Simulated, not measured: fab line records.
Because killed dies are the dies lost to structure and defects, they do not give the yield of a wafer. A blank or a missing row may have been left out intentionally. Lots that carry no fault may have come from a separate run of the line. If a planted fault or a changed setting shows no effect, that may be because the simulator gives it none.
The same fault as seen by 2 desks    flow gf180mcu    every desk sees just its own numbers, and what lay behind them comes last

AT THE METROLOGY DESK
Means of the sampled wafers that have a number, per lot and without regard to the tool the lot ran on: this is what the gauges read. A lot is out of limits, marked OUT, if its mean lies more than 4 standard deviations from the usual mean; the brackets give that distance.
Columns: A = cdNm at GF_SAB_CD_MEAS_09, usual 420.3 nm; B = CONTACT_CVD_00_THK at GF_CONTACT_THK_MEAS_01, usual 301.2 nm
lot   first seen here  A      B
L366  day 15 02:16     420.1  299.7
L367  day 15 11:45     420.1  301.8
L370  day 16 14:43     419.2  300.4
L372  day 17 03:10     421.0  298.3
L374  day 18 08:04     420.1  302.8
L375  day 18 09:39     421.3  304.6
L376  day 18 18:14     421.4  301.6
L377  day 19 03:01     418.9  453.9 (+59) OUT
L379  day 19 20:34     425.2  448.4 (+57) OUT
L386  day 22 09:01     422.3  302.3
L387  day 22 14:43     420.4  298.4
L388  day 22 20:40     417.8  299.2
L389  day 23 05:24     416.4  302.4
This desk reports L377, L379 out of limits; the earliest was L377 at day 19 04:04 (CONTACT_CVD_00_THK at GF_CONTACT_THK_MEAS_01). L366, L367, L370, L372, L374, L375, L376, L386, L387, L388, L389: within limits.

THE TOOL OWNER'S DESK: hdpcvd-02
The tool's own readings at GF_CONTACT_CVD_00 (deposits SiO2, target thk 300 nm, time 50 s): means of the sampled wafers that have a number, for each lot that ran on this tool. A lot is out of limits, marked OUT, if its mean lies more than 4 standard deviations from the usual mean; the brackets give that distance.
Columns: A = sih4FlowSccm at GF_CONTACT_CVD_00, usual 60.00 sccm
lot   first seen here  A
L366  day 15 03:33     60.09
L370  day 16 15:54     60.06
L374  day 18 09:18     60.04
L375  day 18 10:43     60.10
L377  day 19 04:02     90.06 (+99 or more) OUT
L379  day 19 21:35     90.04 (+99 or more) OUT
L387  day 22 15:44     59.98
L388  day 22 21:41     59.92
This desk's finding: out of limits on L377, L379; first on L377, day 19 04:02 (sih4FlowSccm at GF_CONTACT_CVD_00). L366, L370, L374, L375, L387, L388: within limits.

BROUGHT TOGETHER
The tool owner's desk could have raised an alarm at day 19 04:02, on L377, L379.
L377, L379 would have let the metrology desk raise an alarm at day 19 04:04.
The lots listed all ran GF_CONTACT_CVD_00 on hdpcvd-02.

WHAT THE SIMULATOR PUT IN
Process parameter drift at GF_CONTACT_CVD_00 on hdpcvd-02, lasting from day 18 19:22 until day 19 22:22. The setting sih4FlowSccm was moved by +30, starting from 60. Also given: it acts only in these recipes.
Shown lots that were struck: L377, L379.
Counting hours from when the fault started, the first reading out of limits came at 9 for the tool owner's desk and at 9 for the metrology desk.
